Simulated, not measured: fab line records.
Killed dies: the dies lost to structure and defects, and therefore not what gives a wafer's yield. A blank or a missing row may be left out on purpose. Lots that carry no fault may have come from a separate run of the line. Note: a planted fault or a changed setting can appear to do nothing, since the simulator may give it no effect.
Which tool did it? ; flow sky130 ; Sampling: 13 lots, 39 wafers, 3 of 708 route steps

WHAT THE GAUGES SHOWED, per wafer
SKY_VIA1_BOW_MEAS_03. Usual: for VIA1_BOW the level is 82 um and the standard deviation is 7.4.
lot;measured;on;VIA1_BOW (um);flag
L815;day 33 02:13;filmMetro-02;82 83 81;
L817;day 33 17:28;filmMetro-04;78 81 73;
L818;day 34 05:32;filmMetro-04;78 89 86;
L821;day 35 00:26;filmMetro-04;80 87 70;
L823;day 35 10:31;filmMetro-02;87 85 76;
L824;day 35 18:29;filmMetro-03;93 81 90;
L825;day 36 13:04;filmMetro-02;71 64 76;
L826;day 36 13:25;filmMetro-03;76 71 80;
L827;day 36 22:22;filmMetro-03;84 76 88;
L835;day 39 17:41;filmMetro-03;73 80 81;
L838;day 40 04:17;filmMetro-04;85 76 76;
L836;day 40 04:49;filmMetro-04;100 86 79;
L837;day 40 07:10;filmMetro-03;92 74 69;

SKY_CAPM_THK_MEAS_01. Usual: for CAPM_CVD_00_THK the level is 15.43 nm and the standard deviation is 0.24.
lot;measured;on;CAPM_CVD_00_THK (nm);flag
L815;day 36 15:23;filmMetro-01;15.14 15.02 15.46;
L817;day 37 04:40;filmMetro-01;15.51 15.48 15.45;
L818;day 37 18:22;filmMetro-03;15.39 15.74 15.49;
L821;day 38 10:46;filmMetro-04;14.96 15.02 15.27;
L823;day 38 23:08;filmMetro-03;15.46 15.37 15.56;
L824;day 39 05:24;filmMetro-01;15.23 15.23 15.61;
L825;day 39 22:53;filmMetro-01;15.25 15.32 15.45;
L826;day 40 00:26;filmMetro-04;15.63 15.44 15.86;
L827;day 40 08:58;filmMetro-04;15.24 15.53 15.47;
L835;day 42 22:47;filmMetro-03;15.42 15.51 15.26;
L838;day 43 11:09;filmMetro-01;15.47 15.71 15.60;
L836;day 43 11:46;filmMetro-03;15.31 15.38 15.54;
L837;day 43 14:05;filmMetro-04;15.16 14.80 15.14;

EACH LOT AND THE TOOL THAT RAN IT (in order: tool; ch and the chambers of the sampled wafers; start)
lot;SKY_LDD_LDN_IMPLANT_08
L815;implanter-02 ch 0, day 22 21:40
L817;implanter-01 ch 0, day 23 15:50
L818;implanter-01 ch 0, day 24 07:25
L821;implanter-03 ch 0, day 25 07:07
L823;implanter-02 ch 0, day 25 17:20
L824;implanter-02 ch 0, day 26 03:14
L825;implanter-01 ch 0, day 26 19:36
L826;implanter-01 ch 0, day 26 22:06
L827;implanter-02 ch 0, day 27 07:19
L835;implanter-02 ch 0, day 30 10:11
L838;implanter-03 ch 0, day 30 22:56
L836;implanter-02 ch 0, day 30 23:16
L837;implanter-01 ch 0, day 31 02:19
- SKY_LDD_LDN_IMPLANT_08

WHAT THE TOOLS THEMSELVES READ (means of the sampled wafers that have a number; where no wafer has one, the mark that the record gives instead)
SKY_LDD_LDN_IMPLANT_08. Usual: doseIonsCm2 1.2497e+13, standard deviation 1.4e+10; faradayCurrentUA 70.3, standard deviation 1.5.
lot;tool;doseIonsCm2;faradayCurrentUA;flag
L815;implanter-02;1.2506e+13;70.9;
L817;implanter-01;1.2489e+13;69.8;
L818;implanter-01;1.2496e+13;68.9;
L821;implanter-03;1.2499e+13;69.9;
L823;implanter-02;1.2497e+13;71.9;
L824;implanter-02;1.2478e+13;69.8;
L825;implanter-01;1.2527e+13;69.6;
L826;implanter-01;1.2485e+13;70.5;
L827;implanter-02;1.2496e+13;69.3;
L835;implanter-02;1.0688e+13;60.4;OFF
L838;implanter-03;1.2491e+13;70.0;
L836;implanter-02;1.0698e+13;59.5;OFF
L837;implanter-01;1.2501e+13;69.5;

THE ANSWER, worked out from the rows above alone
Rule: a lot counts as off when the mean over its wafers that have a number is more than 3 standard deviations away from the usual mean. A lot without any number at a reading at which 4 lots or more have one is off too. The other lots that the step has rows for count as sound. After the gauges, taken in route order, come the tools' own readings; for these a lot's mean is taken, as printed above. At the first step where some lot is off, the reading lying furthest off is the one used; lots without a number count as furthest.
Off at SKY_LDD_LDN_IMPLANT_08 (doseIonsCm2): L835, L836.
A tool fits if, at that step or a process step before it, it ran every lot that is off, and no sound lot after the first of them. One candidate fits, namely implanter-02 at SKY_LDD_LDN_IMPLANT_08. A fault onset in the window from L827 (day 27 07:19, its last sound lot) to L835 (day 30 10:11, its first lot off) fits.
The tool's own readings at SKY_LDD_LDN_IMPLANT_08 bear it out: on the lots that are off they differ by more than 5 times the standard deviation of the sound lots' means. doseIonsCm2 reads 1.0693e+13 there against 1.2497e+13 on the sound lots; faradayCurrentUA reads 60.0 there against 70.0 on the sound lots.

WHAT THE SIMULATOR PUT IN
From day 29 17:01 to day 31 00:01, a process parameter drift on implanter-02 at SKY_LDD_LDN_IMPLANT_08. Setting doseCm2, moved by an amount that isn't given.
Lots struck among those shown: L835, L836. Same finding as the rule above.
